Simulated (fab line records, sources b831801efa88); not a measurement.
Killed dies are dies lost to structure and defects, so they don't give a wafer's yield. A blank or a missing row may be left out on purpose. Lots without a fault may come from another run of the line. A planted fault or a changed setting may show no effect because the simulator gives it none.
fab line records | flow sky130 | part 2 of 2: steps 30 to 39 of 39
record lots=5 wafers=15 last_day=49
route steps=708 shown LOCAL_INTERCONNECT@404 CONTACT@406 METAL1@434
lots that met no fault: from a run of the same line without faults
start_h: hours from the record's first day to the start of the lot's first wafer shown | wait_h: hours since the lot's step before | " the same as in the row above | L1.1+2: a row that stands for several wafers | - no value, or no start given | * or withheld: withheld | < > ~ a bound
route shown NAME@n: a module of which the file shows steps, and the number in the route of the first | usual: mean/standard deviation of fault-free wafers | same: alike in all rows | chamber/n: place in a boat | sites: the reading at each site | _std_site: their standard deviation | _edge_site: outer sites' mean less inner sites' | radius_mm: how far each site lies from the wafer's centre | mask NAME#n: copy n | behind: the tool/chamber that last shaped the wafer | hold: why the lot was held/for how many hours/how that ended | device: the transistor (n, p or np) that didn't switch | end of line: the same wafers' tests at the end of the route | a step without rows: its recipe alone | killed: dies lost to structure and defects at the first sort, not the wafer's yield | map: a wafer's dies, x killed, . not, _ none there
set.NAME: the setting as run; set.NAME@STEP: as run at that earlier step | model.NAME: the simulator's own value behind a step, which no gauge read
lots at some steps of the route; a table a step, a row a wafer
services: from which hour (start_h, from the record's first day; less than 0 if before it) a tool's chamber was out of use, for how many hours, and why
## steps
# step SKY_CONTACT_CMP_27
# recipe stop_on=SiO2 t_overpolish_s=15 down_force_psi=3.5 platen_rpm=60 target_thk_nm=0 pad_velocity_m_s=0.94248
# usual motor_current_A=11.1/1 overpolish_run_s=15.000/0.0099 time_to_endpoint_s=81/6
# columns lot.wafer tool chamber start_h wait_h motor_current_A overpolish_run_s time_to_endpoint_s
L077.1 cmp-01 0 753.44 0.3 11.1 15.006 78
L077.5 " 2 " " 11.5 15.003 86
L077.6 " 3 " " 9.8 14.997 86
L082.4 cmp-02 1 797.02 0.0 11.7 14.997 86
L082.2 " 3 " " 13.3 15.005 87
L082.3 " 0 " " 10.5 14.996 83
L086.3 cmp-02 3 840.89 0.1 12.8 15.013 91
L086.2 " 1 " " 11.7 15.009 84
L086.5 " 2 " " 9.3 14.995 79
L090.4 cmp-01 2 855.46 0.0 11.3 14.994 90
L090.1 " 3 " " 10.7 14.993 91
L090.2 " 0 " " 11.8 14.994 77
L094.4 cmp-02 3 884.52 0.0 13.3 15.000 91
L094.3 " 2 " " 9.0 15.010 78
L094.6 " 3 " " 13.0 15.007 86
# step SKY_METAL1_SPUTTER_00
# recipe material=Ti target_thk_nm=15 power_w=3000 time_s=10 chamber_pressure_pa=0.4
# usual throttle_valve_pct=30.6/0.71
# same time_s=10
# columns lot.wafer tool chamber start_h wait_h throttle_valve_pct
L077.1 pvd_sputter-01 - 753.64 0.1 31.3
L077.5 " - " " 29.9
L077.6 " - " " 30.4
L082.2 pvd_sputter-02 - 797.32 0.1 31.6
L082.3 " - " " 31.0
L082.4 " - " " 30.8
L086.2 pvd_sputter-02 - 841.14 0.1 31.2
L086.3 " - " " 31.4
L086.5 " - " " 31.1
L090.1 pvd_sputter-02 - 855.76 0.2 31.1
L090.2 " - " " 30.9
L090.4 " - " " 30.9
L094.3 pvd_sputter-02 - 884.82 0.1 31.3
L094.4 " - " " 30.7
L094.6 " - " " 30.9
# step SKY_METAL1_SPUTTER_01
# recipe material=TiN target_thk_nm=20 power_w=6500 time_s=16.7 chamber_pressure_pa=0.4
# usual throttle_valve_pct=30.6/0.76
# same time_s=16.7
# columns lot.wafer tool chamber start_h wait_h throttle_valve_pct
L077.1 pvd_sputter-01 - 753.66 0.0 31.2
L077.5 " - " " 29.8
L077.6 " - " " 30.4
L082.2 pvd_sputter-02 - 797.34 0.0 31.6
L082.3 " - " " 31.2
L082.4 " - " " 30.9
L086.2 pvd_sputter-02 - 841.16 0.0 31.2
L086.3 " - " " 31.5
L086.5 " - " " 31.2
L090.1 pvd_sputter-02 - 855.78 0.0 31.1
L090.2 " - " " 31.0
L090.4 " - " " 30.8
L094.3 pvd_sputter-02 - 884.84 0.0 31.3
L094.4 " - " " 31.3
L094.6 " - " " 30.7
# step SKY_METAL1_SPUTTER_02
# recipe material=AlCu target_thk_nm=250 power_w=10600 time_s=13.3 chamber_pressure_pa=0.4
# usual throttle_valve_pct=30.6/0.74
# same time_s=13.3
# columns lot.wafer tool chamber start_h wait_h throttle_valve_pct
L077.1 pvd_sputter-01 - 753.68 0.0 31.4
L077.5 " - " " 29.9
L077.6 " - " " 30.4
L082.2 pvd_sputter-02 - 797.37 0.0 31.6
L082.3 " - " " 30.9
L082.4 " - " " 30.8
L086.2 pvd_sputter-02 - 841.18 0.0 31.3
L086.3 " - " " 31.4
L086.5 " - " " 31.1
L090.1 pvd_sputter-02 - 855.81 0.0 31.3
L090.2 " - " " 31.0
L090.4 " - " " 30.9
L094.3 pvd_sputter-02 - 884.87 0.0 31.2
L094.4 " - " " 31.2
L094.6 " - " " 30.9
# step SKY_METAL1_SPUTTER_03
# recipe material=Ti target_thk_nm=5 power_w=3000 time_s=3.3 chamber_pressure_pa=0.4
# usual throttle_valve_pct=30.6/0.73
# same time_s=3.3
# columns lot.wafer tool chamber start_h wait_h throttle_valve_pct
L077.1 pvd_sputter-01 - 753.71 0.0 31.4
L077.5 " - " " 29.9
L077.6 " - " " 30.4
L082.2 pvd_sputter-02 - 797.39 0.0 31.3
L082.3 " - " " 31.3
L082.4 " - " " 31.0
L086.2 pvd_sputter-02 - 841.21 0.0 31.2
L086.3 " - " " 31.5
L086.5 " - " " 31.1
L090.1 pvd_sputter-02 - 855.83 0.0 31.1
L090.2 " - " " 30.8
L090.4 " - " " 30.8
L094.3 pvd_sputter-02 - 884.89 0.0 31.7
L094.4 " - " " 31.1
L094.6 " - " " 30.7
# step SKY_METAL1_SPUTTER_04
# recipe material=TiN target_thk_nm=70 power_w=6500 time_s=58.3 chamber_pressure_pa=0.4
# usual throttle_valve_pct=30.6/0.73
# same time_s=58.3
# columns lot.wafer tool chamber start_h wait_h throttle_valve_pct
L077.1 pvd_sputter-01 - 753.73 0.0 31.5
L077.5 " - " " 29.9
L077.6 " - " " 30.4
L082.2 pvd_sputter-02 - 797.41 0.0 31.7
L082.3 " - " " 31.0
L082.4 " - " " 30.8
L086.2 pvd_sputter-02 - 841.23 0.0 31.0
L086.3 " - " " 31.3
L086.5 " - " " 31.1
L090.1 pvd_sputter-02 - 855.85 0.0 31.1
L090.2 " - " " 31.0
L090.4 " - " " 30.8
L094.3 pvd_sputter-02 - 884.91 0.0 31.3
L094.4 " - " " 30.7
L094.6 " - " " 30.8
# step SKY_METAL1_RS_MEAS_05
# recipe thk_meas_gauge=four-point-probe reads=TiN_of_METAL1_SPUTTER_04+Ti_of_METAL1_SPUTTER_03+AlCu_of_METAL1_SPUTTER_02+TiN_of_METAL1_SPUTTER_01+Ti_of_METAL1_SPUTTER_00
# usual METAL1_ALCU_RS=0.1270/0.0017
# columns lot.wafer tool chamber start_h wait_h METAL1_ALCU_RS[ohm/sq]
L077.1 film_metro-04 - 753.78 0.0 0.1269
L077.5 " - " " 0.1293
L077.6 " - " " 0.1261
L082.2 film_metro-02 - 797.48 0.0 0.1268
L082.3 " - " " 0.1275
L082.4 " - " " 0.1256
L086.2 film_metro-04 - 841.30 0.0 0.1302
L086.3 " - " " 0.1282
L086.5 " - " " 0.1300
L090.1 film_metro-01 - 855.90 0.0 0.1285
L090.2 " - " " 0.1291
L090.4 " - " " 0.1241
L094.3 film_metro-02 - 885.00 0.1 0.1238
L094.4 " - " " 0.1265
L094.6 " - " " 0.1232
# step SKY_METAL1_THK_MEAS_06
# recipe thk_meas_gauge=xrf reads=AlCu_of_METAL1_SPUTTER_02
# usual METAL1_ALCU_THK=253/3.7
# columns lot.wafer tool chamber start_h wait_h METAL1_ALCU_THK[nm]
L077.1 film_metro-04 - 753.90 0.1 251
L077.5 " - " " 248
L077.6 " - " " 252
L082.2 film_metro-02 - 797.59 0.1 254
L082.3 " - " " 252
L082.4 " - " " 254
L086.2 film_metro-04 - 841.41 0.1 248
L086.3 " - " " 251
L086.5 " - " " 248
L090.1 film_metro-01 - 856.02 0.1 253
L090.2 " - " " 250
L090.4 " - " " 261
L094.3 film_metro-02 - 885.10 0.1 261
L094.4 " - " " 255
L094.6 " - " " 264
# step SKY_METAL1_DEHYDRATE_07
# recipe temp_c=200 time_s=60
# same time_s=60
# columns lot.wafer tool chamber start_h wait_h
L077.1+5+6 litho_track-03 0 765.84 11.9
L082.2+3+4 litho_track-03 0 810.26 12.7
L086.2+3+5 litho_track-04 0 853.84 12.4
L090.1+2+4 litho_track-03 0 869.19 13.2
L094.3+4+6 litho_track-02 0 897.78 12.7
# step SKY_METAL1_HMDS_08
# recipe prime_time_s=60 prime_temp_c=120
# same prime_time_s=60
# columns lot.wafer tool chamber start_h wait_h
L077.1+5+6 litho_track-03 0 765.99 0.1
L082.2+3+4 litho_track-03 0 810.41 0.1
L086.2+3+5 litho_track-04 0 853.99 0.1
L090.1+2+4 litho_track-03 0 869.34 0.1
L094.3+4+6 litho_track-02 0 897.93 0.1
## services
# columns tool chamber start_h hours kind
rie_diel-04 2 703.86 23.7 repair
cmp-02 - 712.00 5.3 repair
pvd_sputter-01 - 721.69 7.6 repair
krf_scanner-01 - 731.75 4.4 pm
plasma_asher-04 - 733.75 9.0 pm
cmp-01 - 736.23 4.3 pm
pvd_sputter-02 - 738.12 12.3 repair
krf_scanner-01 - 740.27 4.0 pm
hdpcvd-02 1 743.40 5.1 repair
rie_diel-04 3 775.70 3.2 repair
wet_bench-04 - 777.93 1.9 pm
krf_scanner-01 - 778.43 1.3 pm
krf_scanner-01 - 794.26 9.3 repair
hdpcvd-02 2 825.17 13.8 repair
rie_diel-04 2 842.70 3.6 repair
rie_diel-04 2 849.95 2.7 repair
krf_scanner-01 - 854.73 0.8 pm
krf_scanner-01 - 856.41 1.0 pm
cmp-01 - 860.29 2.5 repair
cmp-01 - 872.59 1.9 repair
rie_diel-04 3 873.99 9.7 repair
wet_bench-04 - 874.46 1.8 repair
hdpcvd-02 - 881.16 4.4 repair
pvd_sputter-01 - 888.99 3.3 repair
